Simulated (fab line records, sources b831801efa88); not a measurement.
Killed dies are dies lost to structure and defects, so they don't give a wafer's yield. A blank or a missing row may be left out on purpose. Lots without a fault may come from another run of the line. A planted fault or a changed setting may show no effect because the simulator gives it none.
fab line records | flow sky130
record lots=4 wafers=12 last_day=50
route steps=708 shown GATE_OXIDE@192 POLY_GATE@204 RES_PROTECT@206 PAD_OPEN@708
lots that met no fault: from a run of the same line without faults
start_h: hours from the record's first day to the start of the lot's first wafer shown | wait_h: hours since the lot's step before | " the same as in the row above | L1.1+2: a row that stands for several wafers | - no value, or no start given | * or withheld: withheld | < > ~ a bound
route shown NAME@n: a module of which the file shows steps, and the number in the route of the first | usual: mean/standard deviation of fault-free wafers | same: alike in all rows | chamber/n: place in a boat | sites: the reading at each site | _std_site: their standard deviation | _edge_site: outer sites' mean less inner sites' | radius_mm: how far each site lies from the wafer's centre | mask NAME#n: copy n | behind: the tool/chamber that last shaped the wafer | hold: why the lot was held/for how many hours/how that ended | device: the transistor (n, p or np) that didn't switch | end of line: the same wafers' tests at the end of the route | a step without rows: its recipe alone | killed: dies lost to structure and defects at the first sort, not the wafer's yield | map: a wafer's dies, x killed, . not, _ none there
set.NAME: the setting as run; set.NAME@STEP: as run at that earlier step | model.NAME: the simulator's own value behind a step, which no gauge read
lots at some steps of the route; a table a step, a row a wafer
services: from which hour (start_h, from the record's first day; less than 0 if before it) a tool's chamber was out of use, for how many hours, and why
## steps
# step SKY_GATE_OXIDE_COAT_05
# recipe resist=NOVOLAK spin_rpm=3000 resist_thk_nm=1140
# step SKY_GATE_OXIDE_SOFTBAKE_06
# recipe temp_c=90 time_s=60 resist=NOVOLAK
# step SKY_GATE_OXIDE_EXPOSE_07
# recipe mask_id=LVOM na=0.6 source_shape=conventional sigma_outer=0.6 polarization=unpolarized target_cd_nm=600 dose_mj=170
# step SKY_GATE_OXIDE_PEB_08
# recipe temp_c=withheld time_s=* resist=NOVOLAK
# step SKY_GATE_OXIDE_DEVELOP_09
# recipe resist=NOVOLAK developer=TMAH develop_time_s=60 dev_temp_c=23
# step SKY_GATE_OXIDE_IMPLANT_11
# recipe species=B energy_kev=10 dose_cm2=2.6e+12 tilt_deg=withheld
# step SKY_GATE_OXIDE_WET_ETCH_12
# recipe chemistry=dHF target_depth_nm=16.8 dry=n2_spin target=SiO2 dilution=100:1 temp_c=25 time_s=336
# step SKY_GATE_OXIDE_STRIP_13
# recipe chemistry=O2/N2 power_w=1400 pressure_mtorr=1500 platen_temp_c=withheld o2_flow_sccm=3000 n2_flow_sccm=300 overash_fraction=0.5
# step SKY_GATE_OXIDE_CLEAN_15
# recipe chemistry=SC1/SC2 mix=1:4:20 temp_c=70 time_s=150 dry=n2_spin
# step SKY_GATE_OXIDE_OXIDATION_16
# recipe temp_c=800 ambient=O2 idle_temp_c=700 ramp_up_c_per_min=10 ramp_down_c_per_min=3 stabilise_s=600 purge_s=300 target_thk_a=35.7 ox_time_s=1915
# step SKY_POLY_GATE_CVD_00
# recipe material=poly-Si target_thk_nm=180 temp_c=620 time_s=720 pressure_mtorr=200
# usual spike_tc_bottom_C=639.8/1.2 spike_tc_centre_C=620.4/0.99 spike_tc_lower_C=621.2/1 spike_tc_top_C=636.6/2 spike_tc_upper_C=619.8/1 zone_power_upper_pct=8.80/0.1
# columns lot.wafer tool chamber start_h wait_h spike_tc_bottom_C spike_tc_centre_C spike_tc_lower_C spike_tc_top_C spike_tc_upper_C zone_power_upper_pct model.poly-Si_of_POLY_GATE_CVD_00.thk_nm
L559.1 lpcvd-01 0 379.52 0.0 639.5 619.3 621.9 634.7 620.7 8.82 179.1
L559.2 " 0 " " 638.3 619.0 619.7 635.4 619.7 8.60 177.8
L559.4 " 0 " " 638.9 621.0 621.7 634.4 618.0 8.73 177.8
L564.2 lpcvd-01 1 428.18 0.0 629.7 609.1 610.1 625.4 608.9 8.42 136.3
L564.4 " 1 " " 626.4 607.8 609.7 624.1 606.5 8.51 136.7
L564.5 " 1 " " 629.5 606.3 608.1 627.1 606.9 8.47 137.1
L565.3 lpcvd-01 1 434.19 0.0 628.8 606.0 607.9 626.1 608.1 8.46 134.8
L565.5 " 1 " " 626.6 609.0 608.3 626.5 608.1 8.27 133.8
L565.6 " 1 " " 628.0 607.9 607.8 625.6 606.3 8.33 134.4
L573.1 lpcvd-01 1 498.14 0.0 640.1 619.3 621.6 637.8 620.6 8.74 178.5
L573.2 " 1 " " 640.2 620.7 620.6 638.9 620.0 8.70 179.9
L573.3 " 1 " " 641.0 620.0 621.0 637.9 620.0 8.77 180.3
# step SKY_POLY_GATE_THK_MEAS_01
# recipe reads=poly-Si_of_POLY_GATE_CVD_00
# usual POLY_GATE_CVD_00_THK=180.8/1.8
# columns lot.wafer tool chamber start_h wait_h POLY_GATE_CVD_00_THK[nm]
L559.1 film_metro-02 - 380.72 0.0 178.9
L559.2 " - " " 177.8
L559.4 " - " " 177.9
L564.2 film_metro-01 - 429.39 0.0 136.3
L564.4 " - " " 136.8
L564.5 " - " " 137.2
L565.3 film_metro-02 - 435.41 0.0 134.7
L565.5 " - " " 133.9
L565.6 " - " " 134.5
L573.1 film_metro-03 - 499.34 0.0 178.6
L573.2 " - " " 180.0
L573.3 " - " " 180.3
# step SKY_RES_PROTECT_DEHYDRATE_00
# recipe temp_c=200 time_s=60
# step SKY_RES_PROTECT_HMDS_01
# recipe prime_time_s=60 prime_temp_c=120
# step SKY_RES_PROTECT_COAT_02
# recipe resist=NOVOLAK spin_rpm=3000 resist_thk_nm=1140
# step SKY_RES_PROTECT_SOFTBAKE_03
# recipe temp_c=90 time_s=60 resist=NOVOLAK
# step SKY_RES_PROTECT_EXPOSE_04
# recipe mask_id=RPM na=0.6 source_shape=conventional sigma_outer=0.6 polarization=unpolarized target_cd_nm=1270 dose_mj=131
# step SKY_RES_PROTECT_PEB_05
# recipe temp_c=withheld time_s=* resist=NOVOLAK
# step SKY_RES_PROTECT_DEVELOP_06
# recipe resist=NOVOLAK developer=TMAH develop_time_s=60 dev_temp_c=23
# step SKY_POLY_GATE_IMPLANT_02
# recipe species=P energy_kev=30 dose_cm2=7.7e+15 tilt_deg=0
# step SKY_RES_PROTECT_STRIP_07
# recipe chemistry=O2/N2 power_w=1400 pressure_mtorr=1500 platen_temp_c=withheld o2_flow_sccm=3000 n2_flow_sccm=300 overash_fraction=0.5
# step SKY_RES_PROTECT_CLEAN_09
# recipe chemistry=SC1/SC2 mix=1:4:20 temp_c=70 time_s=150 dry=n2_spin
# columns lot.wafer tool chamber start_h wait_h model.poly-Si_of_POLY_GATE_CVD_00.thk_nm
L559.1 wet_bench-02 2 410.95 0.1 178.5
L559.2+4 " 2 " " 177.2
L564.2 wet_bench-03 0 460.60 0.0 135.7
L564.4 " 0 " " 136.1
L564.5 " 0 " " 136.5
L565.3 wet_bench-02 3 466.52 0.0 134.2
L565.5 " 3 " " 133.2
L565.6 " 3 " " 133.8
L573.1 wet_bench-02 3 530.17 0.1 177.9
L573.2 " 3 " " 179.3
L573.3 " 3 " " 179.7
# step SKY_POLY_GATE_CVD_03
# recipe material=Si3N4 precursor=DCS/NH3 target_thk_nm=75 temp_c=770 time_s=1290 pressure_mtorr=250
# step SKY_POLY_GATE_DEHYDRATE_05
# recipe temp_c=200 time_s=60
# step SKY_POLY_GATE_HMDS_06
# recipe prime_time_s=60 prime_temp_c=120
# step SKY_POLY_GATE_COAT_07
# recipe resist=BARC temp_c=withheld time_s=withheld spin_rpm=3000 resist_thk_nm=110
# step SKY_POLY_GATE_COAT_08
# recipe resist=KrF-thick spin_rpm=3000 resist_thk_nm=450
# step SKY_POLY_GATE_SOFTBAKE_09
# recipe temp_c=100 time_s=90 resist=KrF-thick
# step SKY_POLY_GATE_EXPOSE_10
# recipe mask_id=P1M na=0.68 source_shape=conventional sigma_outer=0.6 target_cd_nm=150 dose_mj=28
# step SKY_POLY_GATE_PEB_11
# recipe peb_temp_c=withheld peb_time_s=withheld resist=KrF-thick
# step SKY_POLY_GATE_DEVELOP_12
# recipe develop_time_s=60 resist=KrF-thick dev_temp_c=21
# step SKY_POLY_GATE_ETCH_15
# recipe chemistry=N2/H2 target=BARC ion_energy_ev=200 source_w=500 bias_w=100 pressure_mtorr=30 n2_flow_sccm=100 h2_flow_sccm=200 stop_on=SiO2 time_s=118.5 target_depth_a=1100
# step SKY_POLY_GATE_ETCH_16
# recipe stop_on=poly-Si chemistry=CH3F/O2 target=Si3N4 source_w=400 bias_w=80 pressure_mtorr=25 ch3f_flow_sccm=40 O2_flow_sccm=30 time_s=147.5 target_depth_a=750
# step SKY_POLY_GATE_ETCH_17
# recipe target_depth_nm=180 stop_on=SiO2 over_etch_frac=0.56667 chemistry=HBr/Cl2 target=poly-Si icp_w=400 bias_w=100 pressure_mtorr=10 HBr_flow_sccm=150 Cl2_flow_sccm=50 time_s=70.5
# usual drypump_motor_current_A=5.9/0.52 oes_product_au=0.986/0.009 throttle_valve_pct=33.684/0.0093
# same over_etch_frac=0.56667
# columns lot.wafer tool chamber start_h wait_h drypump_motor_current_A oes_product_au rf_hours_counter_h throttle_valve_pct model.etch.depth_nm model.POLY_GATE.feature_depth_nm
L559.1 rie_si-02 2 443.60 0.0 5.4 0.987 21 33.685 178.5 178.5
L559.2 " 1 " " 6.2 0.985 3 33.670 177.2 177.2
L559.4 " 3 " " 6.1 0.984 4 33.703 177.2 177.2
L564.2 rie_si-02 3 493.30 0.0 6.1 0.821 4 33.692 135.7 135.7
L564.4 " 2 " " 5.4 0.816 21 33.682 136.1 136.1
L564.5 " 0 " " 6.2 0.823 - 33.673 136.5 136.5
L565.3 rie_si-01 2 500.03 0.0 5.0 0.812 5 33.691 134.2 134.2
L565.5 " 2 " " 5.0 0.813 - 33.684 133.2 133.2
L565.6 " 1 " " 5.5 0.807 - 33.693 133.8 133.8
L573.1 rie_si-01 1 562.33 0.0 5.5 0.971 23 33.678 177.9 177.9
L573.2 " 2 " " 5.0 0.976 5 33.704 175.1 175.1
L573.3 " 3 " " 6.7 0.994 2 33.681 179.7 179.7
# step SKY_POLY_GATE_STRIP_18
# recipe chemistry=O2/N2 power_w=1400 pressure_mtorr=1500 platen_temp_c=withheld o2_flow_sccm=3000 n2_flow_sccm=300 overash_fraction=0.5
# step SKY_PAD_OPEN_PROBE_99
# usual killed_at_M0_to_M3=44/6.5 killed_at_M4_up=2.9/1.7 killed_at_contacts=24/5.7 killed_at_front_end=16/4.4 killed_at_other=0.2/0.48 killed_dies=87/9.6 killed_open=48/6.7 killed_short=38/6.2
# same gross_dies=492 killed_at_back_side=0
# columns lot.wafer tool chamber start_h wait_h killed_at_M0_to_M3 killed_at_M4_up killed_at_contacts killed_at_front_end killed_at_other killed_dies killed_open killed_short model.etest.res_high_po.line_ohm_um model.etest.res_poly.line_ohm_um model.etest.tip_sonos.rs_ohm_sq model.etest.res_high_po.rs_ohm_sq model.etest.res_poly.rs_ohm_sq model.etest.cap_li_to_poly.c_af_um2 model.etest.tip_n.rs_ohm_sq model.etest.res_poly.rs_ohm_sq_range
L559.1 prober-01 - 1126.73 0.1 42 5 33 10 0 90 48 40 765.3 535.5 2705 265.1 48.94 100.3 445.3 1.312
L559.2 prober-01 - 1126.78 0.1 54 3 34 7 0 98 52 46 771.4 545.7 2657 266.4 49.09 95.59 443.1 1.07
L559.4 prober-01 - 1126.88 0.2 54 2 31 14 0 101 56 45 753.7 528.3 2661 265 48.74 99.11 445.6 1.551
L564.2 prober-02 - 1177.71 0.1 54 2 24 8 0 88 46 42 952.4 680.6 2502 334.8 62.93 92.28 435.1 2.171
L564.4 prober-02 - 1177.81 0.2 31 4 26 13 0 74 43 31 945.1 657.3 2533 330 61.86 89.82 433.8 1.274
L564.5 prober-02 - 1177.86 0.2 39 4 27 18 0 88 56 32 905.9 605 2521 325.2 61.39 87.59 434.3 1.684
L565.5 prober-01 - 1178.57 0.2 30 6 10 17 0 63 37 26 997 683.2 2567 342 64.59 87.58 438.4 1.61
L565.6 prober-01 - 1178.62 0.2 33 5 23 14 1 76 43 33 978 676.8 2571 341.2 64.11 90.85 440.4 1.922
L573.1 prober-01 - 1200.93 0.1 27 7 26 7 0 67 35 30 752.1 524.2 2630 261.4 48.6 103.3 440.1 1.424
L573.2 prober-01 - 1200.98 0.1 41 3 17 12 1 74 42 32 734.4 504.2 2684 258.2 48.01 98.27 440.4 1.799
L573.3 prober-01 - 1201.03 0.2 37 2 21 13 0 73 37 36 746.6 507.6 2635 259.5 48.13 99.55 442 1.475
# killed by level:class
L559.1 CONTACT:geometric_particle:open=12 LI_CONTACT:geometric_particle:open=10 VIA3:geometric_particle:open=10 VIA1:geometric_particle:open=7 CONTACT:geometric_particle:short=5 METAL1:geometric_particle:short=5 VIA1:geometric_particle:short=4 VIA3:geometric_particle:short=4
L559.2 LI_CONTACT:geometric_particle:open=13 VIA1:geometric_particle:open=11 CONTACT:geometric_particle:open=9 VIA1:geometric_particle:short=9 VIA2:geometric_particle:open=8 METAL2:geometric_particle:short=7 LI_CONTACT:geometric_particle:short=6 VIA2:geometric_particle:short=5
L559.4 CONTACT:geometric_particle:open=15 VIA1:geometric_particle:open=13 METAL1:geometric_particle:short=11 METAL2:geometric_particle:short=9 CONTACT:geometric_particle:short=8 VIA3:geometric_particle:open=6 LI_CONTACT:geometric_particle:open=5 FIELD_ISO:geometric_particle:short=4
L564.2 VIA1:geometric_particle:open=11 CONTACT:geometric_particle:open=10 VIA1:geometric_particle:short=8 VIA2:geometric_particle:open=8 METAL2:geometric_particle:short=7 VIA3:geometric_particle:open=7 LI_CONTACT:geometric_particle:open=5 CONTACT:geometric_particle:short=4
L564.4 CONTACT:geometric_particle:open=12 METAL1:geometric_particle:short=6 VIA2:geometric_particle:open=5 LI_CONTACT:geometric_particle:open=5 CONTACT:geometric_particle:short=5 VIA3:geometric_particle:open=5 FIELD_ISO:geometric_particle:open=4 POLY_GATE:geometric_particle:open=4
L564.5 CONTACT:geometric_particle:open=14 VIA3:geometric_particle:open=10 VIA1:geometric_particle:open=9 CONTACT:geometric_particle:short=6 LI_CONTACT:geometric_particle:open=5 VIA1:geometric_particle:short=5 FIELD_ISO:geometric_particle:open=4 POLY_GATE:geometric_particle:open=4
L565.5 POLY_GATE:geometric_particle:open=6 CONTACT:geometric_particle:open=6 VIA1:geometric_particle:open=5 METAL1:geometric_particle:short=5 FIELD_ISO:geometric_particle:open=4 VIA2:geometric_particle:open=4 VIA3:geometric_particle:open=4 METAL4:geometric_particle:short=4
L565.6 VIA1:geometric_particle:open=9 CONTACT:geometric_particle:open=7 VIA2:geometric_particle:open=7 VIA3:geometric_particle:open=6 LI_CONTACT:geometric_particle:open=5 CONTACT:geometric_particle:short=5 POLY_GATE:geometric_particle:open=4 METAL4:geometric_particle:short=4
L573.1 CONTACT:geometric_particle:open=14 VIA2:geometric_particle:open=7 LI_CONTACT:geometric_particle:open=5 METAL4:geometric_particle:short=5 VIA1:geometric_particle:short=5 CONTACT:geometric_particle:short=4 FIELD_ISO:geometric_particle:open=3 METAL1:geometric_particle:short=3
L573.2 VIA1:geometric_particle:open=10 VIA2:geometric_particle:open=7 CONTACT:geometric_particle:open=6 METAL1:geometric_particle:short=6 VIA3:geometric_particle:open=5 METAL2:geometric_particle:short=5 FIELD_ISO:geometric_particle:open=4 FIELD_ISO:geometric_particle:short=3
L573.3 CONTACT:geometric_particle:open=11 METAL2:geometric_particle:short=11 VIA1:geometric_particle:open=7 CONTACT:geometric_particle:short=4 METAL3:geometric_particle:short=4 VIA2:geometric_particle:open=4 VIA3:geometric_particle:open=4 FIELD_ISO:geometric_particle:open=3
## services
# columns tool chamber start_h hours kind
rie_si-02 - 398.26 14.6 pm
rie_si-01 - 398.74 0.7 repair
lpcvd-01 - 447.15 2.8 pm
rie_si-01 0 456.08 19.7 repair
rie_si-02 2 488.82 3.9 repair
rie_si-01 2 521.48 4.1 repair
## key
first_sign step=SKY_POLY_GATE_CVD_00 reading=spike_tc_centre_C direction=down sigmas=13 usual=620.4 struck=607.7
effect step=SKY_POLY_GATE_CVD_00 reading=spike_tc_lower_C direction=down sigmas=12 usual=621.2 struck=608.7
effect step=SKY_POLY_GATE_THK_MEAS_01 reading=POLY_GATE_CVD_00_THK direction=down sigmas=25 usual=180.8 struck=135.6
effect step=SKY_POLY_GATE_ETCH_17 reading=oes_product_au direction=down sigmas=19 usual=0.986 struck=0.815
model_effect step=SKY_POLY_GATE_CVD_00 value=poly-Si_of_POLY_GATE_CVD_00.thk_nm without=181.9 struck=135.5
model_effect step=SKY_RES_PROTECT_CLEAN_09 value=poly-Si_of_POLY_GATE_CVD_00.thk_nm without=181.3 struck=134.9
model_effect step=SKY_POLY_GATE_ETCH_17 value=etch.depth_nm without=176.8 struck=134.9
model_effect step=SKY_PAD_OPEN_PROBE_99 value=etest.res_high_po.line_ohm_um without=730.2 struck=955.7
met_at SKY_POLY_GATE_CVD_00
struck_wafers L564.2,L564.4,L564.5,L565.3,L565.5,L565.6
tester_left_out L564,L565
fault kind=process_parameter_drift tool=lpcvd-01 chamber=1 onset_h=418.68 steps=SKY_POLY_GATE_CVD_00 channel=temp_c offset=* shape=step end_h=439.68 stated=*
# tester_left_out: of these lots the tester's yield and bins aren't shown, on N5 and GAA mostly nor the transistor test; their killed dies are dies lost to structure and defects alone, not to doping, threshold or leakage, so they don't give the yield
